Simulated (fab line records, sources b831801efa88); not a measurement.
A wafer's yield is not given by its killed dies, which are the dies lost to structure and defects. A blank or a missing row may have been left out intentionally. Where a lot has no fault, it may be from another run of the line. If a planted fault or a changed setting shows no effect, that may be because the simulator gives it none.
The tool behind it: which one? -- flow sky130 -- Sampling: 10 lots, 30 wafers, 6 of 708 route steps

WHAT THE GAUGES READ, wafer by wafer
SKY_LI_CONTACT_BOW_MEAS_03.
lot,measured,on,LI_CONTACT_BOW (um)
L243,day 28 21:06,film_metro-03,59 53 67
L247,day 30 14:11,film_metro-02,54 48 59
L251,day 32 04:19,film_metro-04,53 49 50
L253,day 34 07:32,film_metro-03,64 52 62
L255,day 34 08:27,film_metro-02,43 62 47
L258,day 34 08:38,film_metro-03,51 37 53
L259,day 34 09:46,film_metro-02,57 47 57
L261,day 35 04:38,film_metro-03,59 53 69
L263,day 36 00:52,film_metro-04,55 50 59
L264,day 36 06:06,film_metro-03,53 68 60

SKY_LI_CONTACT_RS_MEAS_22: the measuring method here is four-point-probe.
lot,measured,on,LI_CONTACT_W_RS (ohm/sq)
L243,day 30 02:31,film_metro-04,0.2861 0.2852 0.2885
L247,day 31 19:11,film_metro-04,0.3097 0.3060 0.3099
L251,day 33 06:49,film_metro-02,0.3114 0.3050 0.3059
L253,day 35 09:24,film_metro-03,0.2903 0.2899 0.2883
L255,day 35 10:50,film_metro-02,0.2814 0.2824 0.2796
L258,day 35 11:13,film_metro-04,0.2877 0.2876 0.2857
L259,day 35 12:06,film_metro-02,0.2865 0.2856 0.2824
L261,day 36 06:00,film_metro-02,0.2867 0.2848 0.2874
L263,day 37 03:18,film_metro-02,0.2897 0.2901 0.2884
L264,day 37 08:04,film_metro-04,0.2872 0.2869 0.2865

SKY_LI_CONTACT_THK_MEAS_23: measures by xrf.
lot,measured,on,LI_CONTACT_W_THK (nm)
L243,day 30 02:37,film_metro-04,410 410 402
L247,day 31 19:19,film_metro-04,371 380 371
L251,day 33 06:56,film_metro-02,370 378 375
L253,day 35 09:31,film_metro-03,393 396 398
L255,day 35 10:57,film_metro-02,407 405 409
L258,day 35 11:19,film_metro-04,406 408 408
L259,day 35 12:13,film_metro-02,401 402 406
L261,day 36 06:07,film_metro-02,396 397 397
L263,day 37 03:25,film_metro-02,402 397 399
L264,day 37 08:11,film_metro-04,409 410 411

WHAT TOOL EACH LOT RAN ON (gives the tool, then ch and the chambers of the sampled wafers, and finally the start)
lot,SKY_POLY_CUT_ETCH_11,SKY_LI_CONTACT_SPUTTER_20,SKY_LI_CONTACT_CVD_21
L243,"rie_diel-02 ch 1,2, day 25 03:39","pvd_sputter-04, day 30 02:18","cvd_w-01 ch 0,1, day 30 02:22"
L247,"rie_diel-03 ch 0,1,2, day 26 20:13","pvd_sputter-02, day 31 19:00","cvd_w-01 ch 0,1, day 31 19:04"
L251,"rie_diel-01 ch 0,1,3, day 28 13:55","pvd_sputter-03, day 33 06:38","cvd_w-01 ch 0,1, day 33 06:42"
L253,"rie_diel-03 ch 0,3, day 31 00:30","pvd_sputter-02, day 35 09:13","cvd_w-02 ch 0,1, day 35 09:17"
L255,"rie_diel-01 ch 1,2, day 31 00:40","pvd_sputter-03, day 35 10:38","cvd_w-01 ch 0,1, day 35 10:42"
L258,"rie_diel-02 ch 0,2,3, day 31 01:43","pvd_sputter-02, day 35 11:00","cvd_w-02 ch 0,1, day 35 11:04"
L259,"rie_diel-01 ch 2,3, day 31 03:45","pvd_sputter-02, day 35 11:53","cvd_w-02 ch 0,1, day 35 11:57"
L261,"rie_diel-02 ch 0,1,3, day 31 23:48","pvd_sputter-02, day 36 05:49","cvd_w-02 ch 0,1, day 36 05:53"
L263,"rie_diel-01 ch 0,3, day 32 21:07","pvd_sputter-04, day 37 03:07","cvd_w-02 ch 0,1, day 37 03:10"
L264,"rie_diel-01 ch 1,2, day 33 02:36","pvd_sputter-02, day 37 07:46","cvd_w-02 ch 1, day 37 07:49"
- SKY_POLY_CUT_ETCH_11: etches Si3N4 in CF4/CH2F2/Ar, stops on poly-Si, time 42.5 s, target depth 60 nm.
- SKY_LI_CONTACT_SPUTTER_20: material TiN, target thk 20 nm, time 80 s.
- SKY_LI_CONTACT_CVD_21: deposits W, target thk 400 nm, time 120.56 s.

WHAT THE TOOLS THEMSELVES READ (means of the sampled wafers that have a number; where no wafer has one, the mark that the record gives instead)
SKY_POLY_CUT_ETCH_11.
lot,tool,drypump_motor_current_A (A),oes_product_au (a.u.),throttle_valve_pct (%)
L243,rie_diel-02,5.8,0.834,15.003
L247,rie_diel-03,5.9,0.832,14.988
L251,rie_diel-01,5.6,0.828,14.990
L253,rie_diel-03,5.4,0.829,14.997
L255,rie_diel-01,5.8,0.824,15.000
L258,rie_diel-02,5.5,0.822,14.992
L259,rie_diel-01,6.3,0.834,14.996
L261,rie_diel-02,5.8,0.825,14.998
L263,rie_diel-01,6.1,0.826,14.988
L264,rie_diel-01,5.3,0.825,14.986

SKY_LI_CONTACT_SPUTTER_20.
lot,tool,throttle_valve_pct (%)
L243,pvd_sputter-04,29.9
L247,pvd_sputter-02,29.4
L251,pvd_sputter-03,29.7
L253,pvd_sputter-02,29.4
L255,pvd_sputter-03,30.2
L258,pvd_sputter-02,29.2
L259,pvd_sputter-02,29.2
L261,pvd_sputter-02,29.4
L263,pvd_sputter-04,29.4
L264,pvd_sputter-02,30.4

SKY_LI_CONTACT_CVD_21.
lot,tool,chamber_pressure_Torr (Torr),heater_power_w (W),susceptor_temp_C (C)
L243,cvd_w-01,39.95,778,399.91
L247,cvd_w-01,39.91,749,395.71
L251,cvd_w-01,39.98,760,395.49
L253,cvd_w-02,39.96,909,399.97
L255,cvd_w-01,40.04,768,400.11
L258,cvd_w-02,40.07,892,399.95
L259,cvd_w-02,39.92,838,399.75
L261,cvd_w-02,40.00,887,399.77
L263,cvd_w-02,40.05,896,400.17
L264,cvd_w-02,40.08,801,400.28

THE ANSWER, worked out from the rows above alone
Rule: the usual values come from the lots themselves. Put in order of their means at a reading, lots are off if they are a third of the lots or fewer, leave a main group of 4 or more, and stand apart from it by a gap of 3 or more times the standard deviation of the main group's means; of several such gaps the widest counts. Not used: any main group whose means are identical at the precision the tables above print for the reading. A lot without any number at a reading at which 4 lots or more have one is off too. Any other lot the step has rows for is counted as sound. After the gauges, taken in route order, come the tools' own readings; for these a lot's mean is taken, as printed above. At the first step where some lot is off, the reading lying furthest off is the one used; lots without a number count as furthest.
Off: L247, L251, at SKY_LI_CONTACT_RS_MEAS_22 (LI_CONTACT_W_RS). For the main group the mean is 0.2865 ohm/sq and the standard deviation 0.0025.
If a tool, at a process step before that reading, ran all the lots that are off and no sound lot after the first of them, it fits. The gauges at SKY_LI_CONTACT_RS_MEAS_22 aren't tried: what is off there is off at SKY_LI_CONTACT_CVD_21 too, on other tools, and a gauge's error can't cause that. None of those tried fits.

WHAT THE SIMULATOR PUT IN
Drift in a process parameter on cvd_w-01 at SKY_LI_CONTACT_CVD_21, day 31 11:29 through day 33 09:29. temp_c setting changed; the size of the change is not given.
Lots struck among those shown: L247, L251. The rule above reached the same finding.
